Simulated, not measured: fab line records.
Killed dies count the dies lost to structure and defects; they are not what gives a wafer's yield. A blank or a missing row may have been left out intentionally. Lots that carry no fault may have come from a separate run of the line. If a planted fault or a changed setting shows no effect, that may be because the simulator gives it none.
fab line records	flow gf180mcu
record lots=13	wafers=39	lastDay=34
route steps=602 shown HV_LDD@212 PSD@256 SALICIDE@282
lots untouched by any fault: they come from a run of this same line in which no faults occurred
startH: start of the lot's first displayed wafer, in hours after the record's first day	waitH: hours elapsed since this lot's preceding step	" repeats the value in the row above	L1.1+2: a single row standing in for several wafers	- no value, or no start given	* or withheld: withheld	< > ~ a bound
route shown NAME@n: names a module that has steps shown in the file, with the first one's number in the route	usual: average and standard deviation across the fault-free wafers	same: alike in all rows	chamber/n: place in a boat	sites: per-site readings	_std_site: the standard deviation of these	_edge_site: the outer-site mean with the inner-site mean subtracted	radiusMm: for every site, how far away it sits from the centre of the wafer	mask NAME#n: copy n	behind: the most recent tool/chamber to have shaped the wafer	hold: why the lot was held/for how many hours/how that ended	device: the transistor (n, p or np) that didn't switch	end of line: the route-end tests of the same wafers	for a step that has no rows: nothing shown but its recipe	killed: at the first sort, the dies lost to defects and structure; wafer yield is something else	map: the dies of a wafer, with x for killed, . for not killed, _ for no die there
set.NAME: setting as actually run; set.NAME@STEP: the setting as run at that earlier step	model.NAME: the simulator's own value behind a step, which no gauge read
route steps across a sampled set of lots; one table per step, one row per wafer
services: from which hour (startH, from the record's first day; less than 0 if before it) a tool's chamber was out of use, for how many hours, and why
## steps
# step GF_HV_LDD_IMPLANT_36
# recipe species=P	energyKev=60	doseCm2=7.5e+12	tiltDeg=30	rotationDeg=270
# usual beamEnergyKeV=59.996/0.019
lot.wafer	tool	chamber	startH	waitH	beamEnergyKeV
L483.2	implanter-01	0	261.58	0.1	60.007
L483.3	"	0	"	"	59.965
L483.6	"	0	"	"	60.007
L483.2	implanter-01	0	261.90	0.3	59.990
L483.3	"	0	"	"	59.994
L483.6	"	0	"	"	59.987
L485.1	implanter-04	0	284.81	0.1	59.995
L485.2	"	0	"	"	60.008
L485.6	"	0	"	"	60.014
L485.1	implanter-04	0	285.13	0.3	60.009
L485.2	"	0	"	"	59.986
L485.6	"	0	"	"	59.964
L490.2	implanter-02	0	315.79	0.1	60.009
L490.4	"	0	"	"	59.995
L490.6	"	0	"	"	60.002
L490.2	implanter-02	0	316.11	0.3	60.009
L490.4	"	0	"	"	60.008
L490.6	"	0	"	"	59.982
L494.2	implanter-02	0	347.98	0.1	59.977
L494.5	"	0	"	"	59.985
L494.6	"	0	"	"	59.973
L495.1	implanter-01	0	365.33	0.1	60.002
L495.4	"	0	"	"	60.016
L495.6	"	0	"	"	59.999
L496.2	implanter-02	0	366.29	0.1	59.997
L496.4	"	0	"	"	59.988
L496.5	"	0	"	"	60.018
L497.1	implanter-01	0	371.48	0.1	60.005
L497.2	"	0	"	"	59.985
L497.4	"	0	"	"	60.001
L498.3	implanter-01	0	379.72	0.1	59.984
L498.4	"	0	"	"	60.003
L498.6	"	0	"	"	59.962
L499.1	implanter-01	0	386.92	0.1	59.968
L499.2	"	0	"	"	59.991
L499.3	"	0	"	"	59.963
L500.2	implanter-04	0	392.76	0.1	59.997
L500.4	"	0	"	"	59.983
L500.6	"	0	"	"	59.978
L501.2	implanter-04	0	400.08	0.1	60.004
L501.5	"	0	"	"	60.035
L501.6	"	0	"	"	60.010
L502.1	implanter-04	0	411.08	0.1	59.976
L502.5	"	0	"	"	60.000
L502.6	"	0	"	"	59.999
L505.2	implanter-02	0	439.21	0.1	59.970
L505.3	"	0	"	"	59.995
L505.4	"	0	"	"	59.956
# step GF_HV_LDD_TW_MEAS_38
# usual HV_LDD_3_TW=1439/11
lot.wafer	tool	chamber	startH	waitH	HV_LDD_3_TW
L483.2	filmMetro-02	-	262.14	0.1	1538
L483.3	"	-	"	"	1528
L483.6	"	-	"	"	1535
L485.1	filmMetro-04	-	285.38	0.1	1554
L485.2	"	-	"	"	1555
L485.6	"	-	"	"	1564
L490.2	filmMetro-04	-	316.34	0.1	1560
L490.4	"	-	"	"	1559
L490.6	"	-	"	"	1563
L494.2	filmMetro-03	-	348.22	0.1	1441
L494.5	"	-	"	"	1449
L494.6	"	-	"	"	1451
L495.1	filmMetro-02	-	365.58	0.1	1425
L495.4	"	-	"	"	1424
L495.6	"	-	"	"	1425
L496.2	filmMetro-02	-	366.53	0.1	1436
L496.4	"	-	"	"	1434
L496.5	"	-	"	"	1433
L497.1	filmMetro-02	-	371.77	0.1	1427
L497.2	"	-	"	"	1421
L497.4	"	-	"	"	1426
L498.3	filmMetro-02	-	379.94	0.1	1432
L498.4	"	-	"	"	1427
L498.6	"	-	"	"	1420
L499.1	filmMetro-02	-	387.17	0.1	1431
L499.2	"	-	"	"	1441
L499.3	"	-	"	"	1447
L500.2	filmMetro-03	-	392.99	0.1	1453
L500.4	"	-	"	"	1451
L500.6	"	-	"	"	1445
L501.2	filmMetro-04	-	400.32	0.1	1442
L501.5	"	-	"	"	1444
L501.6	"	-	"	"	1459
L502.1	filmMetro-02	-	411.33	0.1	1434
L502.5	"	-	"	"	1428
L502.6	"	-	"	"	1433
L505.2	filmMetro-02	-	439.44	0.1	1435
L505.3	"	-	"	"	1431
L505.4	"	-	"	"	1431
# step GF_HV_LDD_TW_MEAS_50
# usual HV_LDD_4_TW=571/3.9
lot.wafer	tool	chamber	startH	waitH	HV_LDD_4_TW
L483.2	filmMetro-03	-	281.89	0.1	574
L483.3	"	-	"	"	573
L483.6	"	-	"	"	573
L485.1	filmMetro-04	-	305.86	0.1	577
L485.2	"	-	"	"	575
L485.6	"	-	"	"	576
L490.2	filmMetro-03	-	337.03	0.1	573
L490.4	"	-	"	"	572
L490.6	"	-	"	"	574
L494.2	filmMetro-02	-	370.64	0.1	564
L494.5	"	-	"	"	565
L494.6	"	-	"	"	566
L495.1	filmMetro-03	-	388.22	0.1	577
L495.4	"	-	"	"	576
L495.6	"	-	"	"	573
L496.2	filmMetro-02	-	389.85	0.1	571
L496.4	"	-	"	"	571
L496.5	"	-	"	"	571
L497.1	filmMetro-02	-	395.28	0.1	572
L497.2	"	-	"	"	571
L497.4	"	-	"	"	571
L498.3	filmMetro-03	-	403.36	0.1	576
L498.4	"	-	"	"	572
L498.6	"	-	"	"	576
L499.1	filmMetro-03	-	411.46	0.1	574
L499.2	"	-	"	"	573
L499.3	"	-	"	"	576
L500.2	filmMetro-04	-	417.26	0.1	569
L500.4	"	-	"	"	573
L500.6	"	-	"	"	570
L501.2	filmMetro-03	-	424.28	0.1	572
L501.5	"	-	"	"	573
L501.6	"	-	"	"	576
L502.1	filmMetro-03	-	435.67	0.1	572
L502.5	"	-	"	"	572
L502.6	"	-	"	"	571
L505.2	filmMetro-04	-	464.32	0.1	574
L505.3	"	-	"	"	568
L505.4	"	-	"	"	569
# step GF_HV_LDD_RS_MEAS_53
# recipe thkMeasGauge=four-point-probe
# usual HV_LDD_RS=418.5/0.98
lot.wafer	tool	chamber	startH	waitH	HV_LDD_RS[ohm/sq]
L483.2	filmMetro-02	-	282.08	0.1	399.7
L483.3	"	-	"	"	400.3
L483.6	"	-	"	"	400.2
L485.1	filmMetro-04	-	306.04	0.1	398.4
L485.2	"	-	"	"	399.0
L485.6	"	-	"	"	398.3
L490.2	filmMetro-02	-	337.22	0.1	398.9
L490.4	"	-	"	"	399.4
L490.6	"	-	"	"	398.8
L494.2	filmMetro-04	-	370.83	0.1	418.0
L494.5	"	-	"	"	418.0
L494.6	"	-	"	"	417.1
L495.1	filmMetro-03	-	388.39	0.1	419.5
L495.4	"	-	"	"	419.1
L495.6	"	-	"	"	418.6
L496.2	filmMetro-02	-	390.04	0.1	418.3
L496.4	"	-	"	"	418.1
L496.5	"	-	"	"	419.6
L497.1	filmMetro-04	-	395.46	0.1	417.3
L497.2	"	-	"	"	415.7
L497.4	"	-	"	"	416.8
L498.3	filmMetro-04	-	403.56	0.1	419.4
L498.4	"	-	"	"	419.2
L498.6	"	-	"	"	419.4
L499.1	filmMetro-03	-	411.63	0.1	418.9
L499.2	"	-	"	"	418.2
L499.3	"	-	"	"	418.6
L500.2	filmMetro-03	-	417.44	0.1	420.4
L500.4	"	-	"	"	419.6
L500.6	"	-	"	"	419.5
L501.2	filmMetro-03	-	424.46	0.1	418.7
L501.5	"	-	"	"	417.5
L501.6	"	-	"	"	418.7
L502.1	filmMetro-03	-	435.85	0.1	419.4
L502.5	"	-	"	"	419.4
L502.6	"	-	"	"	418.0
L505.2	filmMetro-02	-	464.50	0.1	417.6
L505.3	"	-	"	"	418.1
L505.4	"	-	"	"	417.8
# step GF_PSD_OVL_MEAS_08
# usual PSD_OVL=-0.4/1.3
lot.wafer	tool	chamber	startH	waitH	PSD_OVL[nm]
L483.2	overlay-01	-	326.70	0.1	0.7
L483.3	"	-	"	"	0.6
L483.6	"	-	"	"	-2.0
L485.1	overlay-02	-	351.80	0.1	-1.3
L485.2	"	-	"	"	-0.2
L485.6	"	-	"	"	-1.5
L490.2	overlay-01	-	385.90	0.1	-0.5
L490.4	"	-	"	"	1.4
L490.6	"	-	"	"	-0.7
L494.2	overlay-02	-	422.32	0.1	2.0
L494.5	"	-	"	"	0.6
L494.6	"	-	"	"	0.0
L495.1	overlay-01	-	439.37	0.1	-1.9
L495.4	"	-	"	"	-0.5
L495.6	"	-	"	"	-0.6
L496.2	overlay-01	-	440.70	0.1	1.5
L496.4	"	-	"	"	0.2
L496.5	"	-	"	"	0.1
L497.1	overlay-01	-	446.45	0.1	-0.5
L497.2	"	-	"	"	-0.7
L497.4	"	-	"	"	-1.9
L498.3	overlay-02	-	454.31	0.1	-1.2
L498.4	"	-	"	"	-0.8
L498.6	"	-	"	"	-1.6
L499.1	overlay-02	-	462.75	0.1	0.3
L499.2	"	-	"	"	-2.1
L499.3	"	-	"	"	-2.7
L500.2	overlay-02	-	468.43	0.1	0.4
L500.4	"	-	"	"	0.4
L500.6	"	-	"	"	0.6
L501.2	overlay-01	-	476.28	0.1	-2.1
L501.5	"	-	"	"	-1.4
L501.6	"	-	"	"	0.0
L502.1	overlay-02	-	487.32	0.1	1.0
L502.5	"	-	"	"	-0.4
L502.6	"	-	"	"	0.4
L505.2	overlay-01	-	514.82	0.1	-0.5
L505.3	"	-	"	"	1.4
L505.4	"	-	"	"	-0.2
# step GF_SALICIDE_RS_MEAS_04
# recipe thkMeasGauge=four-point-probe	reads=TiN_of_SALICIDE_SPUTTER_03+Co_of_SALICIDE_SPUTTER_02
# usual SALICIDE_TIN_RS=16.34/0.26
lot.wafer	tool	chamber	startH	waitH	SALICIDE_TIN_RS[ohm/sq]
L483.2	filmMetro-01	-	348.90	0.0	16.59
L483.3	"	-	"	"	16.76
L483.6	"	-	"	"	16.47
L485.1	filmMetro-02	-	375.08	0.0	16.52
L485.2	"	-	"	"	16.70
L485.6	"	-	"	"	16.83
L490.2	filmMetro-01	-	410.57	0.0	16.23
L490.4	"	-	"	"	16.23
L490.6	"	-	"	"	16.05
L494.2	filmMetro-02	-	447.69	0.0	16.45
L494.5	"	-	"	"	16.58
L494.6	"	-	"	"	16.01
L495.1	filmMetro-01	-	464.33	0.0	16.58
L495.4	"	-	"	"	16.66
L495.6	"	-	"	"	16.70
L496.2	filmMetro-01	-	465.41	0.0	16.07
L496.4	"	-	"	"	16.70
L496.5	"	-	"	"	16.59
L497.1	filmMetro-04	-	471.56	0.0	16.38
L497.2	"	-	"	"	16.10
L497.4	"	-	"	"	16.09
L498.3	filmMetro-02	-	478.94	0.1	16.13
L498.4	"	-	"	"	16.05
L498.6	"	-	"	"	16.14
L499.1	filmMetro-04	-	488.05	0.0	16.59
L499.2	"	-	"	"	16.58
L499.3	"	-	"	"	16.34
L500.2	filmMetro-02	-	493.25	0.0	16.44
L500.4	"	-	"	"	16.08
L500.6	"	-	"	"	16.46
L501.2	filmMetro-01	-	501.10	0.0	16.28
L501.5	"	-	"	"	16.53
L501.6	"	-	"	"	16.62
L502.1	filmMetro-01	-	512.18	0.0	16.48
L502.5	"	-	"	"	16.70
L502.6	"	-	"	"	16.14
L505.2	filmMetro-01	-	538.74	0.0	16.14
L505.3	"	-	"	"	15.84
L505.4	"	-	"	"	15.96
## services
tool	chamber	startH	hours	kind
implanter-01	-	251.67	3.2	pm
implanter-01	-	273.30	1.4	repair
implanter-01	-	291.21	2.7	repair
implanter-02	-	318.21	1.4	repair
implanter-01	-	384.21	1.2	repair
implanter-02	-	407.14	0.7	repair
implanter-01	-	410.30	8.2	pm
implanter-04	-	413.88	28.0	pm
implanter-02	-	419.27	0.5	repair
implanter-01	-	424.25	2.1	repair
implanter-01	-	433.82	3.6	repair
## key
firstSign step=GF_HV_LDD_IMPLANT_36	reading=visit	direction=added
effect step=GF_HV_LDD_TW_MEAS_38	reading=HV_LDD_3_TW	direction=up	sigmas=11	usual=1439	struck=1551
effect step=GF_HV_LDD_RS_MEAS_53	reading=HV_LDD_RS	direction=down	sigmas=20	usual=418.5	struck=399.2
metAt GF_HV_LDD_IMPLANT_36
struckLots L483,L485,L490
testerLeftOut L483,L485,L490
notActingAt GF_HV_LDD_TW_MEAS_50,GF_PSD_OVL_MEAS_08,GF_SALICIDE_RS_MEAS_04
fault kind=repeatedStepWhole	tool=implanter-01,implanter-02,implanter-04	chamber=-	onsetH=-	steps=GF_HV_LDD_IMPLANT_36	times=1	scope=struckLotsOnly
# testerLeftOut: of these lots the tester's yield and bins aren't shown, on N5 and GAA mostly nor the transistor test; their killed dies are dies lost to structure and defects alone, not to doping, threshold or leakage, so they don't give the yield
